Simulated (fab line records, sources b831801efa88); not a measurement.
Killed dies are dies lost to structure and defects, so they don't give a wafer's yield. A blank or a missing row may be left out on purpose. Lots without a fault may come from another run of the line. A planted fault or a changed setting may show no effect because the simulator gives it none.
Split-lot experiment | flow gf180mcu | 5 lots, 23 wafers read, on a route of 602 steps

THE SPLIT
At GF_MVPSD_IMPLANT_09, the setting dose_cm2 was moved away from the recipe's 5e+12 on 6 of the 23 wafers read, by -4.3% to +7.5%. The other wafers ran this setting at the recipe's value.

FROM THE SPLIT TO THE READING: what the file shows between them, 8 steps
- GF_MVPSD_STRIP_10: strips in O2/N2
- GF_VT_IMPLANT_IMPLANT_19 (also split here: dose_cm2)
- GF_VT_IMPLANT_STRIP_20: strips in O2/N2
- GF_VT_IMPLANT_TW_MEAS_21
- GF_VT_IMPLANT_STRIP_31: strips in O2/N2 (also split here: o2_flow_sccm)
- GF_VT_IMPLANT_SOFTBAKE_36: time 60 s (also split here: temp_c)
- GF_VT_IMPLANT_EXPOSE_37: exposes mask Nwell HV AREA, target cd 860 nm
- GF_VT_IMPLANT_PEB_38

THE READING
MVPSD_RS, in ohm/sq, at GF_VT_IMPLANT_RS_MEAS_49 (measures by four-point-probe). Fault-free wafers of this fab line usually give 1160 ohm/sq, standard deviation 3.1 ohm/sq.

wafer  | tool, chamber at the split | dose_cm2 as run | against the recipe | MVPSD_RS, ohm/sq | against lot-mates on the recipe
L074.2 | implanter-01, 0            | 5e+12           | recipe             | 1157             | -
L074.3 | implanter-01, 0            | 5.373e+12       | +7.5%              | 1141             | -18
L074.4 | implanter-01, 0            | 5.373e+12       | +7.5%              | 1143             | -16
L074.5 | implanter-01, 0            | 5.373e+12       | +7.5%              | 1143             | -16
L074.6 | implanter-01, 0            | 5e+12           | recipe             | 1161             | -
L075.1 | implanter-04, 0            | 5e+12           | recipe             | 1162             | -
L075.2 | implanter-04, 0            | 5e+12           | recipe             | 1164             | -
L075.3 | implanter-04, 0            | 5e+12           | recipe             | 1163             | -
L075.4 | implanter-04, 0            | 5e+12           | recipe             | 1162             | -
L075.5 | implanter-04, 0            | 5e+12           | recipe             | 1164             | -
L076.2 | implanter-01, 0            | 5e+12           | recipe             | 1154             | -
L076.5 | implanter-01, 0            | 5e+12           | recipe             | 1156             | -
L076.6 | implanter-01, 0            | 5e+12           | recipe             | 1156             | -
L080.1 | implanter-02, 0            | 5e+12           | recipe             | 1163             | -
L080.2 | implanter-02, 0            | 5e+12           | recipe             | 1164             | -
L080.3 | implanter-02, 0            | 4.784e+12       | -4.3%              | 1174             | +10
L080.4 | implanter-02, 0            | 4.784e+12       | -4.3%              | 1170             | +6
L080.5 | implanter-02, 0            | 4.784e+12       | -4.3%              | 1171             | +8
L085.1 | implanter-02, 0            | 5e+12           | recipe             | 1157             | -
L085.2 | implanter-02, 0            | 5e+12           | recipe             | 1157             | -
L085.4 | implanter-02, 0            | 5e+12           | recipe             | 1159             | -
L085.5 | implanter-02, 0            | 5e+12           | recipe             | 1154             | -
L085.6 | implanter-02, 0            | 5e+12           | recipe             | 1156             | -

THE FIT
A straight line over all 23 wafers: MVPSD_RS changes by -2.44 ohm/sq for each +1% of dose_cm2; r = -0.92; the points scatter about the line by 3.4 ohm/sq.
The same after taking each lot's own level away (the mean of its wafers on the recipe; 23 wafers): -2.14 ohm/sq for each +1%; r = -0.98; scatter 1.4 ohm/sq.
On that fit, the largest move of dose_cm2 shifts the reading by 16 ohm/sq.
The lots' own levels span 1155.3 to 1163.5 ohm/sq, that is 2.6 times the standard deviation above.
So the lot-to-lot level changes the slope: the two fits differ.
Check: with one of the wafers moved furthest among these (+7.5%) left out of the fit, the line predicts -15.5 ohm/sq for it against its lot-mates. It came out at -18 ohm/sq against them.

OTHER SPLITS ON THESE WAFERS
These wafers also went through other splits before the reading. Each is held against what the fit with the lots' levels taken away leaves over:
other split on the same wafers      | wafers away from the commonest value | r with MVPSD_RS (lot level and that fit taken away)
GF_VT_IMPLANT_IMPLANT_19 dose_cm2   | 4                                    | -0.05
GF_VT_IMPLANT_STRIP_31 o2_flow_sccm | 7                                    | +0.18
GF_VT_IMPLANT_SOFTBAKE_36 temp_c    | 12                                   | +0.02

THE FILE'S OWN FIT
MVPSD_RS changes by -2.15 ohm/sq for each +1% of dose_cm2, r = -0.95.
